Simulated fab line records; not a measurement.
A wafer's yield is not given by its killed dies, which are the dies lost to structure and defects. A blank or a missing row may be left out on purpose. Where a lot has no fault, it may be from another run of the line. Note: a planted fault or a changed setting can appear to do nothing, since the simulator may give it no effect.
Which tool did it? + flow sky130 + Sampling: 13 lots, 39 wafers, 5 of 708 route steps

WHAT THE GAUGES SHOWED, per wafer
Not one reading of a measure or inspect step in the record can be checked against a usual standard deviation.

EACH LOT AND THE TOOL THAT RAN IT (in order: tool; ch and the chambers of the sampled wafers; start)
| lot  | SKY_CONTACT_HDPCVD_02            | SKY_VIA4_CMP_21               | SKY_METAL5_SPUTTER_02       | SKY_PAD_OPEN_STRIP_08               | SKY_PAD_OPEN_PROBE_99   |
|------|----------------------------------|-------------------------------|-----------------------------|-------------------------------------|-------------------------|
| L516 | hdpcvd-01 ch 1,2, day 30 08:47   | cmp-01 ch 0,2,3, day 42 15:37 | pvdSputter-04, day 42 15:52 | plasmaAsher-02 ch 0,1, day 45 12:16 | prober-02, day 45 14:29 |
| L517 | hdpcvd-02 ch 0,1,2, day 30 15:59 | cmp-02 ch 0,1,2, day 42 23:01 | pvdSputter-03, day 42 23:13 | plasmaAsher-02 ch 0,1, day 45 17:19 | prober-01, day 45 19:38 |
| L519 | hdpcvd-02 ch 0,1, day 31 07:19   | cmp-02 ch 1,3, day 43 14:14   | pvdSputter-03, day 43 14:34 | plasmaAsher-03 ch 0, day 46 08:38   | prober-01, day 46 11:18 |
| L522 | hdpcvd-01 ch 0,1, day 32 19:34   | cmp-02 ch 0,2,3, day 44 17:17 | pvdSputter-01, day 44 17:29 | plasmaAsher-02 ch 0,1, day 47 08:49 | prober-02, day 47 11:02 |
| L523 | hdpcvd-02 ch 1,2, day 33 04:32   | cmp-02 ch 1,3, day 45 01:52   | pvdSputter-01, day 45 02:13 | plasmaAsher-01 ch 0,1, day 47 17:26 | prober-01, day 47 19:42 |
| L525 | hdpcvd-01 ch 0,1,2, day 33 09:44 | cmp-02 ch 0,2,3, day 45 06:21 | pvdSputter-01, day 45 06:33 | plasmaAsher-03 ch 0,1, day 47 20:39 | prober-02, day 47 22:54 |
| L524 | hdpcvd-02 ch 0,2, day 33 10:50   | cmp-01 ch 0,2,3, day 45 08:43 | pvdSputter-04, day 45 09:01 | plasmaAsher-01 ch 0,1, day 47 23:40 | prober-01, day 48 01:56 |
| L528 | hdpcvd-02 ch 1,2, day 34 12:40   | cmp-01 ch 1,2, day 46 04:06   | pvdSputter-01, day 46 04:27 | plasmaAsher-01 ch 0,1, day 48 17:12 | prober-02, day 48 19:31 |
| L532 | hdpcvd-01 ch 0,1, day 35 14:10   | cmp-02 ch 0,2, day 47 00:41   | pvdSputter-03, day 47 01:02 | plasmaAsher-01 ch 1, day 49 10:25   | prober-01, day 49 12:40 |
| L534 | hdpcvd-01 ch 0,1, day 36 08:32   | cmp-01 ch 2,3, day 47 11:41   | pvdSputter-03, day 47 11:59 | plasmaAsher-02 ch 0,1, day 49 20:22 | prober-01, day 49 22:43 |
| L537 | hdpcvd-02 ch 1,2, day 37 17:36   | cmp-01 ch 0,1,3, day 48 13:58 | pvdSputter-04, day 48 14:13 | plasmaAsher-01 ch 1, day 50 16:30   | prober-02, day 50 19:16 |
| L538 | hdpcvd-01 ch 0,1,2, day 37 18:45 | cmp-01 ch 2,3, day 48 14:56   | pvdSputter-03, day 48 15:14 | plasmaAsher-01 ch 0,1, day 50 17:52 | prober-01, day 50 20:05 |
| L539 | hdpcvd-02 ch 0,2, day 37 19:42   | cmp-01 ch 0,1, day 48 16:48   | pvdSputter-03, day 48 17:05 | plasmaAsher-01 ch 0,1, day 50 20:50 | prober-02, day 50 23:09 |
- SKY_CONTACT_HDPCVD_02: deposits SiO2, target thk 565 nm, time 94.2 s.
- SKY_VIA4_CMP_21: polishes, stops on SiO2, t overpolish 25 s, target thk 0 nm.
- SKY_METAL5_SPUTTER_02: material AlCu, target thk 1150 nm, time 61.2 s.
- SKY_PAD_OPEN_STRIP_08: strips in O2/N2.
- SKY_PAD_OPEN_PROBE_99

WHAT THE TOOLS THEMSELVES READ (means of the sampled wafers that have a number; where no wafer has one, the mark that the record gives instead)
SKY_CONTACT_HDPCVD_02. Usual: 600.01 C for susceptorTempC, sd 0.27.
| lot  | tool      | susceptorTempC (C) | flag |
|------|-----------|--------------------|------|
| L516 | hdpcvd-01 | 600.05             |      |
| L517 | hdpcvd-02 | 600.34             |      |
| L519 | hdpcvd-02 | 600.14             |      |
| L522 | hdpcvd-01 | 600.04             |      |
| L523 | hdpcvd-02 | 599.93             |      |
| L525 | hdpcvd-01 | 600.01             |      |
| L524 | hdpcvd-02 | 600.18             |      |
| L528 | hdpcvd-02 | 599.93             |      |
| L532 | hdpcvd-01 | 599.95             |      |
| L534 | hdpcvd-01 | 599.83             |      |
| L537 | hdpcvd-02 | 600.05             |      |
| L538 | hdpcvd-01 | 599.85             |      |
| L539 | hdpcvd-02 | 599.99             |      |

SKY_VIA4_CMP_21. Usual: headPressurePsi 3.500 psi, standard deviation 0.008; motorCurrentA 11.2 A, standard deviation 1.4; overpolishRunS 25.000 s, standard deviation 0.0099; timeToEndpointS 127 s, standard deviation 6.
| lot  | tool   | headPressurePsi (psi) | motorCurrentA (A) | overpolishRunS (s) | timeToEndpointS (s) | flag |
|------|--------|-----------------------|-------------------|--------------------|---------------------|------|
| L516 | cmp-01 | 3.498                 | 11.5              | 25.007             | 121                 |      |
| L517 | cmp-02 | 3.496                 | 11.6              | 24.996             | 134                 |      |
| L519 | cmp-02 | 3.488                 | 9.9               | 25.003             | 129                 |      |
| L522 | cmp-02 | 3.495                 | 10.4              | 24.995             | 134                 |      |
| L523 | cmp-02 | 3.501                 | 10.0              | 24.988             | 124                 |      |
| L525 | cmp-02 | 3.490                 | 10.7              | 25.003             | 130                 |      |
| L524 | cmp-01 | 3.504                 | 11.9              | 25.000             | 123                 |      |
| L528 | cmp-01 | 3.503                 | 12.3              | 25.000             | 128                 |      |
| L532 | cmp-02 | 3.506                 | 11.6              | 24.995             | 139                 |      |
| L534 | cmp-01 | 3.501                 | 10.8              | 24.999             | 126                 |      |
| L537 | cmp-01 | 3.491                 | 12.3              | 25.003             | 129                 |      |
| L538 | cmp-01 | 3.496                 | 11.0              | 25.002             | 127                 |      |
| L539 | cmp-01 | 3.499                 | 12.7              | 24.993             | 124                 |      |

SKY_METAL5_SPUTTER_02. Usual: 29.6 % for throttleValvePct, sd 0.96.
| lot  | tool          | throttleValvePct (%) | flag |
|------|---------------|----------------------|------|
| L516 | pvdSputter-04 | 30.5                 |      |
| L517 | pvdSputter-03 | 29.3                 |      |
| L519 | pvdSputter-03 | 29.1                 |      |
| L522 | pvdSputter-01 | 30.0                 |      |
| L523 | pvdSputter-01 | 30.0                 |      |
| L525 | pvdSputter-01 | 28.7                 |      |
| L524 | pvdSputter-04 | 30.6                 |      |
| L528 | pvdSputter-01 | 29.9                 |      |
| L532 | pvdSputter-03 | 28.4                 |      |
| L534 | pvdSputter-03 | 28.9                 |      |
| L537 | pvdSputter-04 | 30.2                 |      |
| L538 | pvdSputter-03 | 30.3                 |      |
| L539 | pvdSputter-03 | 28.8                 |      |

SKY_PAD_OPEN_STRIP_08. Usual: drypumpMotorCurrentA 5.9 A, standard deviation 0.49; oesProductAu 0.663 a.u., standard deviation 0.0044; stripTimeToEndpointS 37.04 s, standard deviation 0.084.
| lot  | tool           | drypumpMotorCurrentA (A) | oesProductAu (a.u.) | stripTimeToEndpointS (s) | flag |
|------|----------------|--------------------------|---------------------|--------------------------|------|
| L516 | plasmaAsher-02 | 5.4                      | 0.663               | 37.06                    |      |
| L517 | plasmaAsher-02 | 5.4                      | 0.667               | 37.08                    |      |
| L519 | plasmaAsher-03 | 6.0                      | 0.659               | 36.97                    |      |
| L522 | plasmaAsher-02 | 5.2                      | 0.663               | 36.96                    |      |
| L523 | plasmaAsher-01 | 6.3                      | 0.663               | 37.05                    |      |
| L525 | plasmaAsher-03 | 5.8                      | 0.663               | 37.05                    |      |
| L524 | plasmaAsher-01 | 6.3                      | 0.660               | 37.03                    |      |
| L528 | plasmaAsher-01 | 6.3                      | 0.659               | 37.15                    |      |
| L532 | plasmaAsher-01 | 6.3                      | 0.658               | 37.03                    |      |
| L534 | plasmaAsher-02 | 5.1                      | 0.664               | 36.98                    |      |
| L537 | plasmaAsher-01 | 6.3                      | 0.665               | 37.05                    |      |
| L538 | plasmaAsher-01 | 6.3                      | 0.663               | 37.07                    |      |
| L539 | plasmaAsher-01 | 6.2                      | 0.663               | 37.13                    |      |

SKY_PAD_OPEN_PROBE_99. Usual: killed_at_M0_to_M3 42, standard deviation 7.4; killed_at_M4_up 3.3, standard deviation 2.1; killedAtContacts 24, standard deviation 5.3; killedAtFrontEnd 15, standard deviation 4.5; killedAtOther 0.3, standard deviation 0.57; killedDies 84, standard deviation 10; killedOpen 46, standard deviation 7.5; killedShort 38, standard deviation 6.4.
| lot  | tool      | killed_at_M0_to_M3 | killed_at_M4_up | killedAtContacts | killedAtFrontEnd | killedAtOther | killedDies | killedOpen | killedShort | flag |
|------|-----------|--------------------|-----------------|------------------|------------------|---------------|------------|------------|-------------|------|
| L516 | prober-02 | 39                 | 3.0             | 19               | 14               | 1.0           | 76         | 39         | 36          |      |
| L517 | prober-01 | 44                 | 4.3             | 28               | 15               | 0.0           | 91         | 54         | 37          |      |
| L519 | prober-01 | 49                 | 3.3             | 22               | 16               | 0.3           | 90         | 50         | 39          |      |
| L522 | prober-02 | 36                 | 1.3             | 21               | 18               | 0.0           | 76         | 47         | 29          |      |
| L523 | prober-01 | 44                 | 3.3             | 64               | 15               | 0.0           | 127        | 47         | 38          | OFF  |
| L525 | prober-02 | 44                 | 2.3             | 19               | 21               | 0.0           | 87         | 51         | 35          |      |
| L524 | prober-01 | 37                 | 5.3             | 76               | 13               | 0.0           | 131        | 42         | 37          | OFF  |
| L528 | prober-02 | 53                 | 1.3             | 63               | 14               | 0.0           | 132        | 50         | 43          | OFF  |
| L532 | prober-01 | 36                 | 3.0             | 29               | 18               | 0.7           | 86         | 46         | 39          |      |
| L534 | prober-01 | 43                 | 2.3             | 22               | 12               | 1.7           | 81         | 45         | 35          |      |
| L537 | prober-02 | 34                 | 3.0             | 28               | 19               | 0.0           | 85         | 50         | 35          |      |
| L538 | prober-01 | 39                 | 2.3             | 28               | 14               | 0.3           | 84         | 47         | 37          |      |
| L539 | prober-02 | 42                 | 4.3             | 25               | 17               | 0.0           | 88         | 50         | 38          |      |

THE ANSWER, worked out from the rows above alone
Rule: take the mean of a lot's wafers that have a number; if it is more than 3 standard deviations from the usual mean, the lot is off. Also off: a lot with no number at a reading for which 4 or more lots have one. Any other lot the step has rows for is counted as sound. After the gauges, taken in route order, come the tools' own readings; for these a lot's mean is taken, as printed above. At the first step where some lot is off, the reading lying furthest off is the one used; lots without a number count as furthest.
Off: L523, L524, L528, at SKY_PAD_OPEN_PROBE_99 (killedAtContacts).
A tool fits if, at that step or a process step before it, it ran every lot that is off, and no sound lot after the first of them. No candidate that was tried fits.

WHAT THE SIMULATOR HAD INSERTED
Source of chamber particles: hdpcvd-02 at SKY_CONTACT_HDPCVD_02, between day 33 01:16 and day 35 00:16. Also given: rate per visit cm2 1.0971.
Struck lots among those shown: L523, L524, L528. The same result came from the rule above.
